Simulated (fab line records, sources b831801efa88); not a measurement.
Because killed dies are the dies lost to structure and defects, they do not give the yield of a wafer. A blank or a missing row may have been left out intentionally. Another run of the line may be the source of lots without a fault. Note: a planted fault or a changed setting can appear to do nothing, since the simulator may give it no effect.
Which tool is to blame? :: flow sfq-line :: 7 lots with 21 wafers sampled at 2 steps, on a route of 325 steps

## WHAT THE GAUGES SHOWED, per wafer
SFQ_M1_RS_MEAS_909: measures by four-point-probe.
lot: L143
measured: day 18 16:16
on: film-metro-01
M1_NB_RS (ohm/sq): 0.883 0.890 0.885

lot: L145
measured: day 19 02:38
on: film-metro-03
M1_NB_RS (ohm/sq): 0.876 0.872 0.881

lot: L148
measured: day 21 07:32
on: film-metro-03
M1_NB_RS (ohm/sq): 0.880 0.897 0.898

lot: L151
measured: day 22 12:33
on: film-metro-01
M1_NB_RS (ohm/sq): 0.929 0.940 0.942

lot: L160
measured: day 25 19:57
on: film-metro-01
M1_NB_RS (ohm/sq): 0.900 0.905 0.899

lot: L163
measured: day 26 10:48
on: film-metro-01
M1_NB_RS (ohm/sq): 0.882 0.880 0.881

lot: L165
measured: day 27 16:03
on: film-metro-04
M1_NB_RS (ohm/sq): 0.879 0.878 0.894

## WHICH TOOL RAN EACH LOT (tool, then ch and the chambers of the sampled wafers, then the start)
lot: L143
SFQ_TRILAYER_M1_DEP_SPUTTER_037: pvd-sputter-03, day 18 16:10

lot: L145
SFQ_TRILAYER_M1_DEP_SPUTTER_037: pvd-sputter-03, day 19 02:30

lot: L148
SFQ_TRILAYER_M1_DEP_SPUTTER_037: pvd-sputter-03, day 21 07:26

lot: L151
SFQ_TRILAYER_M1_DEP_SPUTTER_037: pvd-sputter-06, day 22 12:25

lot: L160
SFQ_TRILAYER_M1_DEP_SPUTTER_037: pvd-sputter-04, day 25 19:49

lot: L163
SFQ_TRILAYER_M1_DEP_SPUTTER_037: pvd-sputter-06, day 26 10:41

lot: L165
SFQ_TRILAYER_M1_DEP_SPUTTER_037: pvd-sputter-03, day 27 15:58
- SFQ_TRILAYER_M1_DEP_SPUTTER_037: material Nb, target thk 200 nm, time 133.3 s.

## THE ANSWER, worked out from the rows above alone
Rule: usual is defined by the lots themselves. Put in order of their means at a reading, lots are off if they are a third of the lots or fewer, leave a main group of 4 or more, and stand apart from it by a gap of 3 or more times the standard deviation of the main group's means; of several such gaps the widest counts. A main group whose means are all the same, to the digits that the tables above print for the reading, isn't used. Also off: a lot with no number at a reading for which 4 or more lots have one. Any other lot the step has rows for is counted as sound.
Off: L151, seen at SFQ_M1_RS_MEAS_909 (M1_NB_RS). For the main group the mean is 0.887 ohm/sq and the standard deviation 0.008.
If a tool, at a process step before that reading, ran all the lots that are off and no sound lot after the first of them, it fits. Gauges at SFQ_M1_RS_MEAS_909: tried the same way as those tools. None of those tried fits.

## WHAT THE SIMULATOR HAD PUT IN
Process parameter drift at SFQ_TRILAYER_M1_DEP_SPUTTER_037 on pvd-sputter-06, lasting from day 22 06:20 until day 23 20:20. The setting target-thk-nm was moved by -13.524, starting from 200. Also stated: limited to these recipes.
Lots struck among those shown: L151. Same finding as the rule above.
